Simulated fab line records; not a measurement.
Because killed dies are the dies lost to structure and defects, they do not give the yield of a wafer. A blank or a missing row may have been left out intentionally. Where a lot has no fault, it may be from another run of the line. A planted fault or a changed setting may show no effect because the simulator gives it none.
Comparing a struck lot with a sound one :: flow sky130 :: 17 out of 708 route steps
Sound: wafers L315.1, L315.3, L315.6. Struck: wafers L335.2, L335.3, L335.5. At the end, the cause is stated.
Per side, at each step with rows, come the tool, then ch with its chambers, and then its first start. Under that, the readings that differ: sound wafers :: struck wafers :: difference of the means :: sigmas: that difference in standard deviations of wafers without a fault.
alike: words and numbers the same on both sides, and readings whose means are apart by under 2 such deviations; not compared: readings that were withheld, readings missing a value for some wafer, numbers with overlapping values and no deviation given by the record, and bounds like >300 which may hide the same value.
A row with sigmas, a row that says differs or no value, or rows on one side alone: a step with any of these is where the two part. Numbers that don't overlap but have no deviation are shown without sigmas and don't part them. A reading missing from all wafers of one side parts the sides only when that side holds two or more wafers.

first, 1 step without rows for these wafers: SKY_VT_ADJUST_NCORE_IMPLANT_09.
SKY_VT_ADJUST_NCORE_STRIP_10: strips in O2/N2.
  sound on plasma-asher-04 ch 0,1, day 8 13:53; struck on plasma-asher-02 ch 0, day 14 07:01
  alike: drypump-motor-current-A, oes-product-au, strip-time-to-endpoint-s
  not compared: rf-hours-counter-h
SKY_VT_ADJUST_NCORE_TW_MEAS_11:
  sound on film-metro-04, day 8 13:59; struck on film-metro-02, day 14 07:07
  alike: VT_ADJUST_NCORE_TW
then, 7 steps without rows for these wafers: SKY_VT_ADJUST_HVTR_DEHYDRATE_00 (time 60 s); SKY_VT_ADJUST_HVTR_HMDS_01 (prime time 60 s); SKY_VT_ADJUST_HVTR_COAT_02 (resist thk 1140 nm); SKY_VT_ADJUST_HVTR_SOFTBAKE_03 (time 60 s); SKY_VT_ADJUST_HVTR_EXPOSE_04 (exposes mask HVTRM, target cd 380 nm); SKY_VT_ADJUST_HVTR_PEB_05; SKY_VT_ADJUST_HVTR_DEVELOP_06 (develop time 60 s).
SKY_VT_ADJUST_HVTR_CD_MEAS_07: the cd target is 380 nm.
  sound on cd-sem-02, day 9 10:42; struck on cd-sem-01, day 15 10:03
  alike: cd-nm
SKY_VT_ADJUST_HVTR_OVL_MEAS_08:
  sound on overlay-01, day 9 10:49; struck on overlay-01, day 15 10:10
  alike: VT_ADJUST_HVTR_OVL
SKY_VT_ADJUST_HVTR_IMPLANT_09:
  sound on implanter-01 ch 0, day 9 10:52; struck on implanter-04 ch 0, day 15 10:13
reading: dose-ions-cm2
sound: 2.0979e+12 2.1019e+12 2.0994e+12
struck: 5.166e+11 5.149e+11 5.148e+11
difference: -1.584e+12
sigmas: -99 or more

reading: faraday-current-uA
sound: 12.01 11.73 12.16
struck: 2.87 2.83 2.81
difference: -9.13
sigmas: -46
SKY_VT_ADJUST_HVTR_STRIP_10: strips in O2/N2.
  sound on plasma-asher-03 ch 1, day 9 11:01; struck on plasma-asher-02 ch 0,1, day 15 10:20
  alike: drypump-motor-current-A, oes-product-au, strip-time-to-endpoint-s
  not compared: rf-hours-counter-h
SKY_VT_ADJUST_HVTR_TW_MEAS_11:
  sound on film-metro-03, day 9 11:07; struck on film-metro-01, day 15 10:27
reading: VT_ADJUST_HVTR_TW
sound: 212.2 212.9 212.6
struck: 143.0 144.2 143.5
difference: -69.0
sigmas: -43
then, 1 step without rows for these wafers: SKY_VT_ADJUST_PCH_DEHYDRATE_00 (time 60 s).
-- a jump in the record: the struck wafers' starts before and after are 35 days apart (it breaks off in module VT_ADJUST_PCH and resumes in module PAD_OPEN, where the first step shown is number 708 of the route) --
SKY_PAD_OPEN_PROBE_99:
  sound on prober-01, day 45 22:00; struck on prober-01, day 50 13:04
reading: model.etest.pfet_01v8_mvt.drive-ua-um
sound: 156.4 159.7 158.8
struck: 126.8 125 125.3
difference: -32.6
sigmas: 

reading: model.etest.pfet_01v8_mvt.off-log10-a-um
sound: -10.43 -10.34 -10.09
struck: -12.83 -12.84 -12.84
difference: -2.55
sigmas: 

reading: model.etest.pfet_01v8_mvt.vt-sat-v (V)
sound: -0.5503 -0.541 -0.533
struck: -0.7746 -0.7812 -0.7761
difference: -0.2359
sigmas: 

reading: model.etest.pfet_01v8_mvt.vt-v (V)
sound: -0.637 -0.6304 -0.6252
struck: -0.8291 -0.8365 -0.8305
difference: -0.2012
sigmas: 

reading: model.etest.pfet_01v8_mvt.vt-long-v (V)
sound: -0.842 -0.8355 -0.8324
struck: -1.021 -1.024 -1.021
difference: -0.185
sigmas: 
  alike: killed_at_M0_to_M3, killed_at_M4_up, killed-at-contacts, killed-at-front-end, killed-at-other, killed-dies, killed-open, killed-short

WHERE THEY PART
At SKY_VT_ADJUST_HVTR_IMPLANT_09 first; at SKY_VT_ADJUST_HVTR_TW_MEAS_11 last (within this record only). Later steps at which nothing parts them and some readings are alike: SKY_PAD_OPEN_PROBE_99.

WHY: the cause the simulator had injected
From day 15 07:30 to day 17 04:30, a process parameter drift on implanter-04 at SKY_VT_ADJUST_HVTR_IMPLANT_09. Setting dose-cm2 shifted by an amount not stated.
